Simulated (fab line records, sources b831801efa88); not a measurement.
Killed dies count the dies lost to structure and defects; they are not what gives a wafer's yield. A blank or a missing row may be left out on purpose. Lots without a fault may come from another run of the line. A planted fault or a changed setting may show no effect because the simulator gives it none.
Which of the tools did it? / flow sky130 / 18 wafers from 6 lots sampled at 3 of the route's 708 steps

== WHAT THE GAUGES SHOWED, per wafer ==
SKY_LDD_P_TW_MEAS_11.
lot=L178; measured=day 19 20:42; on=film_metro-01; LDD_P_TW=642 644 644
lot=L181; measured=day 21 01:28; on=film_metro-04; LDD_P_TW=628 630 625
lot=L185; measured=day 22 14:44; on=film_metro-04; LDD_P_TW=631 634 631
lot=L194; measured=day 25 15:49; on=film_metro-04; LDD_P_TW=30 30 30 30 30 30
lot=L196; measured=day 26 03:25; on=film_metro-04; LDD_P_TW=625 628 629
lot=L199; measured=day 27 12:48; on=film_metro-01; LDD_P_TW=638 642 637

== WHAT TOOL EACH LOT RAN ON (gives the tool, then ch and the chambers of the sampled wafers, and finally the start) ==
lot=L178; SKY_LDD_N_STRIP_16=plasma_asher-04 ch 0, day 18 13:09; SKY_LDD_P_STRIP_10=plasma_asher-04 ch 0,1, day 19 20:36
lot=L181; SKY_LDD_N_STRIP_16=plasma_asher-04 ch 0,1, day 19 18:24; SKY_LDD_P_STRIP_10=plasma_asher-01 ch 0,1, day 21 01:21
lot=L185; SKY_LDD_N_STRIP_16=plasma_asher-04 ch 0,1, day 21 07:06; SKY_LDD_P_STRIP_10=plasma_asher-01 ch 0,1, day 22 14:37
lot=L194; SKY_LDD_N_STRIP_16=plasma_asher-01 ch 0,1, day 24 09:29; SKY_LDD_P_STRIP_10=plasma_asher-03 ch 0,1, day 25 15:44
lot=L196; SKY_LDD_N_STRIP_16=plasma_asher-01 ch 0,1, day 24 22:05; SKY_LDD_P_STRIP_10=plasma_asher-03 ch 0,1, day 26 03:20
lot=L199; SKY_LDD_N_STRIP_16=plasma_asher-02 ch 0,1, day 26 07:23; SKY_LDD_P_STRIP_10=plasma_asher-04 ch 0,1, day 27 12:42
- SKY_LDD_N_STRIP_16: strips in O2/N2.
- SKY_LDD_P_STRIP_10: strips in O2/N2.

== THE ANSWER, worked out from the rows above alone ==
Rule: usual is defined by the lots themselves. The widest of any qualifying gaps counts: lots, ordered by their means at a reading, are off when they make up no more than a third of the lots, leave a main group of 4 or more, and stand apart from it by 3 or more times the standard deviation of that group's means. Not used: any main group whose means are identical at the precision the tables above print for the reading. Also off: a lot with no number at a reading for which 4 or more lots have one. All remaining lots with rows at the step are treated as sound.
Off: at SKY_LDD_P_TW_MEAS_11 (LDD_P_TW), L194. The main group: mean 634, standard deviation 6.3.
If a tool, at a process step before that reading, ran all the lots that are off and no sound lot after the first of them, it fits. The gauges at SKY_LDD_P_TW_MEAS_11 are tried like those tools. None of those tried fits.

== WHAT THE SIMULATOR PUT IN ==
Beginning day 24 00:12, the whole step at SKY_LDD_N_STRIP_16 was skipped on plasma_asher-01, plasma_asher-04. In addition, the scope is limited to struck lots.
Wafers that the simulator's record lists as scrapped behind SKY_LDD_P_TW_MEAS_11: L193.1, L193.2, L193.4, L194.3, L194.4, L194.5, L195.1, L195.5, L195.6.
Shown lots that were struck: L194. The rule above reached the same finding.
